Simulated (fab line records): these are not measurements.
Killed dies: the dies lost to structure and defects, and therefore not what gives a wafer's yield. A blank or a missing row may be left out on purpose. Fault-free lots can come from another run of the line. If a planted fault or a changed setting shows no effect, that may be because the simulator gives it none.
Which of the tools did it? || flow gf180mcu || 24 lots, 72 wafers sampled, at 6 steps of a route of 602

== WHAT THE GAUGES READ, wafer by wafer ==
GF_SALICIDE_THK_MEAS_05: measures by xrf.
{"lot": "L074", "measured": "day 15 03:29", "on": "film_metro-02", "SALICIDE_TIN_THK (nm)": "18.89 18.95 18.88"}
{"lot": "L075", "measured": "day 15 07:41", "on": "film_metro-03", "SALICIDE_TIN_THK (nm)": "19.58 19.57 19.44"}
{"lot": "L076", "measured": "day 15 20:56", "on": "film_metro-01", "SALICIDE_TIN_THK (nm)": "19.60 19.90 19.61"}
{"lot": "L077", "measured": "day 16 00:43", "on": "film_metro-02", "SALICIDE_TIN_THK (nm)": "19.10 18.89 19.02"}
{"lot": "L078", "measured": "day 16 11:11", "on": "film_metro-01", "SALICIDE_TIN_THK (nm)": "19.82 19.67 19.73"}
{"lot": "L079", "measured": "day 17 01:07", "on": "film_metro-03", "SALICIDE_TIN_THK (nm)": "19.70 19.77 19.73"}
{"lot": "L080", "measured": "day 17 11:05", "on": "film_metro-01", "SALICIDE_TIN_THK (nm)": "19.61 19.54 19.60"}
{"lot": "L081", "measured": "day 17 18:19", "on": "film_metro-03", "SALICIDE_TIN_THK (nm)": "19.24 19.47 19.39"}
{"lot": "L082", "measured": "day 18 03:50", "on": "film_metro-03", "SALICIDE_TIN_THK (nm)": "19.43 19.54 19.56"}
{"lot": "L083", "measured": "day 18 13:16", "on": "film_metro-01", "SALICIDE_TIN_THK (nm)": "19.16 19.17 19.60"}
{"lot": "L084", "measured": "day 18 15:26", "on": "film_metro-01", "SALICIDE_TIN_THK (nm)": "19.67 19.49 19.60"}
{"lot": "L085", "measured": "day 19 00:23", "on": "film_metro-03", "SALICIDE_TIN_THK (nm)": "19.45 19.42 19.74"}
{"lot": "L086", "measured": "day 19 05:38", "on": "film_metro-01", "SALICIDE_TIN_THK (nm)": "20.18 20.34 20.06"}
{"lot": "L087", "measured": "day 19 23:22", "on": "film_metro-01", "SALICIDE_TIN_THK (nm)": "19.76 19.76 19.48"}
{"lot": "L088", "measured": "day 20 04:58", "on": "film_metro-01", "SALICIDE_TIN_THK (nm)": "19.57 19.88 19.67"}
{"lot": "L089", "measured": "day 20 17:49", "on": "film_metro-01", "SALICIDE_TIN_THK (nm)": "19.72 19.45 19.59"}
{"lot": "L090", "measured": "day 20 20:38", "on": "film_metro-01", "SALICIDE_TIN_THK (nm)": "19.52 19.21 19.58"}
{"lot": "L091", "measured": "day 21 00:04", "on": "film_metro-03", "SALICIDE_TIN_THK (nm)": "19.52 19.63 19.73"}
{"lot": "L092", "measured": "day 21 09:29", "on": "film_metro-03", "SALICIDE_TIN_THK (nm)": "19.37 19.66 19.38"}
{"lot": "L093", "measured": "day 21 14:50", "on": "film_metro-03", "SALICIDE_TIN_THK (nm)": "19.18 19.60 19.53"}
{"lot": "L094", "measured": "day 21 21:09", "on": "film_metro-02", "SALICIDE_TIN_THK (nm)": "19.24 19.43 19.35"}
{"lot": "L095", "measured": "day 22 06:28", "on": "film_metro-02", "SALICIDE_TIN_THK (nm)": "19.31 18.90 19.27"}
{"lot": "L096", "measured": "day 22 18:23", "on": "film_metro-03", "SALICIDE_TIN_THK (nm)": "19.60 19.52 19.48"}
{"lot": "L097", "measured": "day 23 09:12", "on": "film_metro-02", "SALICIDE_TIN_THK (nm)": "19.16 19.34 19.11"}

GF_V5_BOW_MEAS_05.
{"lot": "L074", "measured": "day 26 08:43", "on": "film_metro-01", "V5_BOW (um)": "133 132 136"}
{"lot": "L075", "measured": "day 26 12:22", "on": "film_metro-02", "V5_BOW (um)": "140 131 144"}
{"lot": "L076", "measured": "day 26 23:53", "on": "film_metro-01", "V5_BOW (um)": "139 125 130"}
{"lot": "L077", "measured": "day 27 03:28", "on": "film_metro-04", "V5_BOW (um)": "131 121 117"}
{"lot": "L078", "measured": "day 27 12:37", "on": "film_metro-01", "V5_BOW (um)": "132 128 129"}
{"lot": "L079", "measured": "day 28 02:51", "on": "film_metro-04", "V5_BOW (um)": "127 121 123"}
{"lot": "L080", "measured": "day 28 09:54", "on": "film_metro-02", "V5_BOW (um)": "140 148 134"}
{"lot": "L081", "measured": "day 28 16:44", "on": "film_metro-01", "V5_BOW (um)": "139 151 135"}
{"lot": "L082", "measured": "day 29 01:24", "on": "film_metro-01", "V5_BOW (um)": "120 125 128"}
{"lot": "L083", "measured": "day 29 08:13", "on": "film_metro-01", "V5_BOW (um)": "151 140 130"}
{"lot": "L084", "measured": "day 29 10:58", "on": "film_metro-04", "V5_BOW (um)": "134 124 129"}
{"lot": "L085", "measured": "day 29 15:20", "on": "film_metro-01", "V5_BOW (um)": "136 141 132"}
{"lot": "L086", "measured": "day 29 21:21", "on": "film_metro-01", "V5_BOW (um)": "126 128 123"}
{"lot": "L087", "measured": "day 30 10:29", "on": "film_metro-02", "V5_BOW (um)": "131 121 128"}
{"lot": "L088", "measured": "day 30 16:13", "on": "film_metro-01", "V5_BOW (um)": "142 136 140"}
{"lot": "L089", "measured": "day 31 01:40", "on": "film_metro-01", "V5_BOW (um)": "144 141 146"}
{"lot": "L090", "measured": "day 31 03:01", "on": "film_metro-04", "V5_BOW (um)": "123 139 126"}
{"lot": "L091", "measured": "day 31 05:34", "on": "film_metro-04", "V5_BOW (um)": "124 127 121"}
{"lot": "L092", "measured": "day 31 14:10", "on": "film_metro-01", "V5_BOW (um)": "131 122 133"}
{"lot": "L093", "measured": "day 31 15:16", "on": "film_metro-02", "V5_BOW (um)": "128 142 131"}
{"lot": "L094", "measured": "day 31 22:20", "on": "film_metro-01", "V5_BOW (um)": "149 140 143"}
{"lot": "L095", "measured": "day 32 03:34", "on": "film_metro-02", "V5_BOW (um)": "125 136 132"}
{"lot": "L096", "measured": "day 32 11:55", "on": "film_metro-02", "V5_BOW (um)": "129 127 128"}
{"lot": "L097", "measured": "day 32 23:35", "on": "film_metro-02", "V5_BOW (um)": "119 113 102"}

GF_V5_OVL_MEAS_15.
{"lot": "L074", "measured": "day 27 05:23", "on": "overlay-01", "V5_OVL (nm)": "6 1 4"}
{"lot": "L075", "measured": "day 27 09:01", "on": "overlay-02", "V5_OVL (nm)": "13 7 7"}
{"lot": "L076", "measured": "day 27 20:02", "on": "overlay-01", "V5_OVL (nm)": "10 8 4"}
{"lot": "L077", "measured": "day 27 23:13", "on": "overlay-01", "V5_OVL (nm)": "9 11 7"}
{"lot": "L078", "measured": "day 28 07:38", "on": "overlay-01", "V5_OVL (nm)": "9 3 8"}
{"lot": "L079", "measured": "day 28 22:11", "on": "overlay-01", "V5_OVL (nm)": "7 4 4"}
{"lot": "L080", "measured": "day 29 04:38", "on": "overlay-01", "V5_OVL (nm)": "6 12 2"}
{"lot": "L081", "measured": "day 29 11:37", "on": "overlay-01", "V5_OVL (nm)": "3 10 9"}
{"lot": "L082", "measured": "day 29 20:46", "on": "overlay-01", "V5_OVL (nm)": "11 11 3"}
{"lot": "L083", "measured": "day 30 03:38", "on": "overlay-01", "V5_OVL (nm)": "6 0 15"}
{"lot": "L084", "measured": "day 30 06:01", "on": "overlay-02", "V5_OVL (nm)": "3 -1 5"}
{"lot": "L085", "measured": "day 30 10:06", "on": "overlay-01", "V5_OVL (nm)": "15 5 13"}
{"lot": "L086", "measured": "day 30 15:44", "on": "overlay-01", "V5_OVL (nm)": "6 7 9"}
{"lot": "L087", "measured": "day 31 04:01", "on": "overlay-01", "V5_OVL (nm)": "9 11 13"}
{"lot": "L088", "measured": "day 31 09:55", "on": "overlay-02", "V5_OVL (nm)": "12 8 5"}
{"lot": "L089", "measured": "day 31 19:05", "on": "overlay-02", "V5_OVL (nm)": "4 -2 2"}
{"lot": "L090", "measured": "day 31 21:08", "on": "overlay-02", "V5_OVL (nm)": "-1 5 1"}
{"lot": "L091", "measured": "day 31 22:08", "on": "overlay-02", "V5_OVL (nm)": "11 11 9"}
{"lot": "L092", "measured": "day 32 06:46", "on": "overlay-02", "V5_OVL (nm)": "3 5 5"}
{"lot": "L093", "measured": "day 32 08:50", "on": "overlay-02", "V5_OVL (nm)": "13 13 13"}
{"lot": "L094", "measured": "day 32 14:36", "on": "overlay-02", "V5_OVL (nm)": "6 5 8"}
{"lot": "L095", "measured": "day 32 19:28", "on": "overlay-02", "V5_OVL (nm)": "8 2 9"}
{"lot": "L096", "measured": "day 33 04:10", "on": "overlay-02", "V5_OVL (nm)": "6 9 7"}
{"lot": "L097", "measured": "day 33 15:45", "on": "overlay-02", "V5_OVL (nm)": "16 8 2"}

== TOOL THAT RAN EACH LOT (tool first, then ch and the chambers of the sampled wafers, then the start) ==
{"lot": "L074", "GF_M1_SPUTTER_02": "pvd_sputter-04, day 16 03:38", "GF_V2_CVD_02": "pecvd-02 ch 0,1,2, day 19 05:27", "GF_V2_SPUTTER_22": "pvd_sputter-02, day 20 07:11"}
{"lot": "L075", "GF_M1_SPUTTER_02": "pvd_sputter-01, day 16 07:35", "GF_V2_CVD_02": "pecvd-01 ch 0,1, day 19 09:29", "GF_V2_SPUTTER_22": "pvd_sputter-03, day 20 11:32"}
{"lot": "L076", "GF_M1_SPUTTER_02": "pvd_sputter-04, day 16 21:53", "GF_V2_CVD_02": "pecvd-02 ch 0,1,2, day 20 00:58", "GF_V2_SPUTTER_22": "pvd_sputter-01, day 21 02:26"}
{"lot": "L077", "GF_M1_SPUTTER_02": "pvd_sputter-04, day 17 00:54", "GF_V2_CVD_02": "pecvd-01 ch 0,1,2, day 20 03:49", "GF_V2_SPUTTER_22": "pvd_sputter-02, day 21 04:47"}
{"lot": "L078", "GF_M1_SPUTTER_02": "pvd_sputter-01, day 17 11:43", "GF_V2_CVD_02": "pecvd-02 ch 0,1, day 20 14:14", "GF_V2_SPUTTER_22": "pvd_sputter-02, day 21 15:25"}
{"lot": "L079", "GF_M1_SPUTTER_02": "pvd_sputter-01, day 18 02:20", "GF_V2_CVD_02": "pecvd-04 ch 0,1, day 21 06:26", "GF_V2_SPUTTER_22": "pvd_sputter-02, day 22 07:36"}
{"lot": "L080", "GF_M1_SPUTTER_02": "pvd_sputter-01, day 18 12:42", "GF_V2_CVD_02": "pecvd-04 ch 0,1, day 21 15:55", "GF_V2_SPUTTER_22": "pvd_sputter-02, day 22 17:35"}
{"lot": "L081", "GF_M1_SPUTTER_02": "pvd_sputter-04, day 18 19:38", "GF_V2_CVD_02": "pecvd-02 ch 0,1,2, day 21 23:06", "GF_V2_SPUTTER_22": "pvd_sputter-02, day 22 23:47"}
{"lot": "L082", "GF_M1_SPUTTER_02": "pvd_sputter-01, day 19 06:19", "GF_V2_CVD_02": "pecvd-02 ch 0,2, day 22 10:33", "GF_V2_SPUTTER_22": "pvd_sputter-03, day 23 10:38"}
{"lot": "L083", "GF_M1_SPUTTER_02": "pvd_sputter-04, day 19 15:38", "GF_V2_CVD_02": "pecvd-01 ch 0,1,2, day 22 18:56", "GF_V2_SPUTTER_22": "pvd_sputter-02, day 23 19:14"}
{"lot": "L084", "GF_M1_SPUTTER_02": "pvd_sputter-03, day 19 17:50", "GF_V2_CVD_02": "pecvd-02 ch 0,2, day 22 22:28", "GF_V2_SPUTTER_22": "pvd_sputter-03, day 23 22:38"}
{"lot": "L085", "GF_M1_SPUTTER_02": "pvd_sputter-01, day 20 02:32", "GF_V2_CVD_02": "pecvd-01 ch 0,1,2, day 23 04:55", "GF_V2_SPUTTER_22": "pvd_sputter-03, day 24 04:49"}
{"lot": "L086", "GF_M1_SPUTTER_02": "pvd_sputter-04, day 20 08:38", "GF_V2_CVD_02": "pecvd-01 ch 0,1, day 23 10:56", "GF_V2_SPUTTER_22": "pvd_sputter-02, day 24 10:59"}
{"lot": "L087", "GF_M1_SPUTTER_02": "pvd_sputter-04, day 21 02:02", "GF_V2_CVD_02": "pecvd-02 ch 1,2, day 24 04:07", "GF_V2_SPUTTER_22": "pvd_sputter-03, day 25 02:58"}
{"lot": "L088", "GF_M1_SPUTTER_02": "pvd_sputter-04, day 21 06:26", "GF_V2_CVD_02": "pecvd-01 ch 1,2, day 24 09:09", "GF_V2_SPUTTER_22": "pvd_sputter-02, day 25 08:38"}
{"lot": "L089", "GF_M1_SPUTTER_02": "pvd_sputter-01, day 21 19:59", "GF_V2_CVD_02": "pecvd-01 ch 0,1, day 24 21:20", "GF_V2_SPUTTER_22": "pvd_sputter-03, day 25 19:47"}
{"lot": "L090", "GF_M1_SPUTTER_02": "pvd_sputter-03, day 21 22:32", "GF_V2_CVD_02": "pecvd-01 ch 0,1,2, day 24 23:20", "GF_V2_SPUTTER_22": "pvd_sputter-01, day 25 21:59"}
{"lot": "L091", "GF_M1_SPUTTER_02": "pvd_sputter-03, day 22 02:32", "GF_V2_CVD_02": "pecvd-01 ch 0,2, day 25 03:32", "GF_V2_SPUTTER_22": "pvd_sputter-03, day 26 02:05"}
{"lot": "L092", "GF_M1_SPUTTER_02": "pvd_sputter-03, day 22 11:26", "GF_V2_CVD_02": "pecvd-01 ch 1,2, day 25 10:58", "GF_V2_SPUTTER_22": "pvd_sputter-03, day 26 09:05"}
{"lot": "L093", "GF_M1_SPUTTER_02": "pvd_sputter-03, day 22 16:56", "GF_V2_CVD_02": "pecvd-02 ch 0,1,2, day 25 15:07", "GF_V2_SPUTTER_22": "pvd_sputter-03, day 26 12:29"}
{"lot": "L094", "GF_M1_SPUTTER_02": "pvd_sputter-03, day 22 23:18", "GF_V2_CVD_02": "pecvd-04 ch 0,1, day 25 22:19", "GF_V2_SPUTTER_22": "pvd_sputter-01, day 26 20:04"}
{"lot": "L095", "GF_M1_SPUTTER_02": "pvd_sputter-04, day 23 07:55", "GF_V2_CVD_02": "pecvd-01 ch 0,1,2, day 26 05:27", "GF_V2_SPUTTER_22": "pvd_sputter-03, day 27 02:44"}
{"lot": "L096", "GF_M1_SPUTTER_02": "pvd_sputter-03, day 23 19:26", "GF_V2_CVD_02": "pecvd-04 ch 0,1,2, day 26 16:38", "GF_V2_SPUTTER_22": "pvd_sputter-01, day 27 14:21"}
{"lot": "L097", "GF_M1_SPUTTER_02": "pvd_sputter-01, day 24 10:35", "GF_V2_CVD_02": "pecvd-02 ch 0,1, day 27 06:00", "GF_V2_SPUTTER_22": "pvd_sputter-02, day 28 03:05"}
- GF_M1_SPUTTER_02: material AlCu, target thk 450 nm, time 23.9 s.
- GF_V2_CVD_02: deposits SiO2 from TEOS, target thk 850 nm, time 94.851 s.
- GF_V2_SPUTTER_22: material TiN, target thk 10 nm, time 40 s.

== AS READ BY THE TOOLS THEMSELVES (means over the sampled wafers that have a number; for cases with no such wafer, the mark the record gives instead) ==
GF_M1_SPUTTER_02.
{"lot": "L074", "tool": "pvd_sputter-04", "throttle_valve_pct (%)": 29.6}
{"lot": "L075", "tool": "pvd_sputter-01", "throttle_valve_pct (%)": 29.8}
{"lot": "L076", "tool": "pvd_sputter-04", "throttle_valve_pct (%)": 29.5}
{"lot": "L077", "tool": "pvd_sputter-04", "throttle_valve_pct (%)": 29.3}
{"lot": "L078", "tool": "pvd_sputter-01", "throttle_valve_pct (%)": 30.4}
{"lot": "L079", "tool": "pvd_sputter-01", "throttle_valve_pct (%)": 30.2}
{"lot": "L080", "tool": "pvd_sputter-01", "throttle_valve_pct (%)": 29.8}
{"lot": "L081", "tool": "pvd_sputter-04", "throttle_valve_pct (%)": 29.9}
{"lot": "L082", "tool": "pvd_sputter-01", "throttle_valve_pct (%)": 30.3}
{"lot": "L083", "tool": "pvd_sputter-04", "throttle_valve_pct (%)": 30.5}
{"lot": "L084", "tool": "pvd_sputter-03", "throttle_valve_pct (%)": 30.0}
{"lot": "L085", "tool": "pvd_sputter-01", "throttle_valve_pct (%)": 30.4}
{"lot": "L086", "tool": "pvd_sputter-04", "throttle_valve_pct (%)": 30.3}
{"lot": "L087", "tool": "pvd_sputter-04", "throttle_valve_pct (%)": 30.1}
{"lot": "L088", "tool": "pvd_sputter-04", "throttle_valve_pct (%)": 30.8}
{"lot": "L089", "tool": "pvd_sputter-01", "throttle_valve_pct (%)": 30.3}
{"lot": "L090", "tool": "pvd_sputter-03", "throttle_valve_pct (%)": 29.9}
{"lot": "L091", "tool": "pvd_sputter-03", "throttle_valve_pct (%)": 30.0}
{"lot": "L092", "tool": "pvd_sputter-03", "throttle_valve_pct (%)": 30.0}
{"lot": "L093", "tool": "pvd_sputter-03", "throttle_valve_pct (%)": 30.0}
{"lot": "L094", "tool": "pvd_sputter-03", "throttle_valve_pct (%)": 29.6}
{"lot": "L095", "tool": "pvd_sputter-04", "throttle_valve_pct (%)": 30.4}
{"lot": "L096", "tool": "pvd_sputter-03", "throttle_valve_pct (%)": 29.7}
{"lot": "L097", "tool": "pvd_sputter-01", "throttle_valve_pct (%)": 29.8}

GF_V2_CVD_02.
{"lot": "L074", "tool": "pecvd-02", "heater_power_outer_w (W)": 335, "heater_power_w (W)": 626}
{"lot": "L075", "tool": "pecvd-01", "heater_power_outer_w (W)": 410, "heater_power_w (W)": 674}
{"lot": "L076", "tool": "pecvd-02", "heater_power_outer_w (W)": 368, "heater_power_w (W)": 673}
{"lot": "L077", "tool": "pecvd-01", "heater_power_outer_w (W)": 423, "heater_power_w (W)": 720}
{"lot": "L078", "tool": "pecvd-02", "heater_power_outer_w (W)": 337, "heater_power_w (W)": 631}
{"lot": "L079", "tool": "pecvd-04", "heater_power_outer_w (W)": 375, "heater_power_w (W)": 612}
{"lot": "L080", "tool": "pecvd-04", "heater_power_outer_w (W)": 429, "heater_power_w (W)": 645}
{"lot": "L081", "tool": "pecvd-02", "heater_power_outer_w (W)": 341, "heater_power_w (W)": 644}
{"lot": "L082", "tool": "pecvd-02", "heater_power_outer_w (W)": 320, "heater_power_w (W)": 596}
{"lot": "L083", "tool": "pecvd-01", "heater_power_outer_w (W)": 443, "heater_power_w (W)": 751}
{"lot": "L084", "tool": "pecvd-02", "heater_power_outer_w (W)": 332, "heater_power_w (W)": 610}
{"lot": "L085", "tool": "pecvd-01", "heater_power_outer_w (W)": 434, "heater_power_w (W)": 744}
{"lot": "L086", "tool": "pecvd-01", "heater_power_outer_w (W)": 393, "heater_power_w (W)": 639}
{"lot": "L087", "tool": "pecvd-02", "heater_power_outer_w (W)": 387, "heater_power_w (W)": 694}
{"lot": "L088", "tool": "pecvd-01", "heater_power_outer_w (W)": 431, "heater_power_w (W)": 705}
{"lot": "L089", "tool": "pecvd-01", "heater_power_outer_w (W)": 450, "heater_power_w (W)": 757}
{"lot": "L090", "tool": "pecvd-01", "heater_power_outer_w (W)": 434, "heater_power_w (W)": 748}
{"lot": "L091", "tool": "pecvd-01", "heater_power_outer_w (W)": 435, "heater_power_w (W)": 780}
{"lot": "L092", "tool": "pecvd-01", "heater_power_outer_w (W)": 441, "heater_power_w (W)": 756}
{"lot": "L093", "tool": "pecvd-02", "heater_power_outer_w (W)": 350, "heater_power_w (W)": 648}
{"lot": "L094", "tool": "pecvd-04", "heater_power_outer_w (W)": 379, "heater_power_w (W)": 614}
{"lot": "L095", "tool": "pecvd-01", "heater_power_outer_w (W)": 433, "heater_power_w (W)": 724}
{"lot": "L096", "tool": "pecvd-04", "heater_power_outer_w (W)": 399, "heater_power_w (W)": 643}
{"lot": "L097", "tool": "pecvd-02", "heater_power_outer_w (W)": 358, "heater_power_w (W)": 665}

GF_V2_SPUTTER_22.
{"lot": "L074", "tool": "pvd_sputter-02", "throttle_valve_pct (%)": 29.7}
{"lot": "L075", "tool": "pvd_sputter-03", "throttle_valve_pct (%)": 30.0}
{"lot": "L076", "tool": "pvd_sputter-01", "throttle_valve_pct (%)": 29.7}
{"lot": "L077", "tool": "pvd_sputter-02", "throttle_valve_pct (%)": 29.3}
{"lot": "L078", "tool": "pvd_sputter-02", "throttle_valve_pct (%)": 28.8}
{"lot": "L079", "tool": "pvd_sputter-02", "throttle_valve_pct (%)": 29.1}
{"lot": "L080", "tool": "pvd_sputter-02", "throttle_valve_pct (%)": 30.1}
{"lot": "L081", "tool": "pvd_sputter-02", "throttle_valve_pct (%)": 30.4}
{"lot": "L082", "tool": "pvd_sputter-03", "throttle_valve_pct (%)": 29.9}
{"lot": "L083", "tool": "pvd_sputter-02", "throttle_valve_pct (%)": 30.3}
{"lot": "L084", "tool": "pvd_sputter-03", "throttle_valve_pct (%)": 30.0}
{"lot": "L085", "tool": "pvd_sputter-03", "throttle_valve_pct (%)": 29.6}
{"lot": "L086", "tool": "pvd_sputter-02", "throttle_valve_pct (%)": 29.2}
{"lot": "L087", "tool": "pvd_sputter-03", "throttle_valve_pct (%)": 29.3}
{"lot": "L088", "tool": "pvd_sputter-02", "throttle_valve_pct (%)": 30.9}
{"lot": "L089", "tool": "pvd_sputter-03", "throttle_valve_pct (%)": 30.1}
{"lot": "L090", "tool": "pvd_sputter-01", "throttle_valve_pct (%)": 30.3}
{"lot": "L091", "tool": "pvd_sputter-03", "throttle_valve_pct (%)": 29.6}
{"lot": "L092", "tool": "pvd_sputter-03", "throttle_valve_pct (%)": 29.7}
{"lot": "L093", "tool": "pvd_sputter-03", "throttle_valve_pct (%)": 29.7}
{"lot": "L094", "tool": "pvd_sputter-01", "throttle_valve_pct (%)": 30.3}
{"lot": "L095", "tool": "pvd_sputter-03", "throttle_valve_pct (%)": 29.8}
{"lot": "L096", "tool": "pvd_sputter-01", "throttle_valve_pct (%)": 30.4}
{"lot": "L097", "tool": "pvd_sputter-02", "throttle_valve_pct (%)": 29.9}

== THE ANSWER, worked out from the rows above alone ==
Rule: the lots themselves supply what counts as usual. The widest of any qualifying gaps counts: lots, ordered by their means at a reading, are off when they make up no more than a third of the lots, leave a main group of 4 or more, and stand apart from it by 3 or more times the standard deviation of that group's means. Not used: any main group whose means are identical at the precision the tables above print for the reading. A lot without any number at a reading at which 4 lots or more have one is off too. Any other lot the step has rows for is counted as sound. Order of review: gauges by route order, followed by the tools' own readings, for which a lot's mean as printed above is used. At the first step where some lot is off, the reading lying furthest off is the one used; lots without a number count as furthest.
Nothing can be told from this: no lot is off at any reading shown.

== WHAT THE SIMULATOR HAD PUT IN ==
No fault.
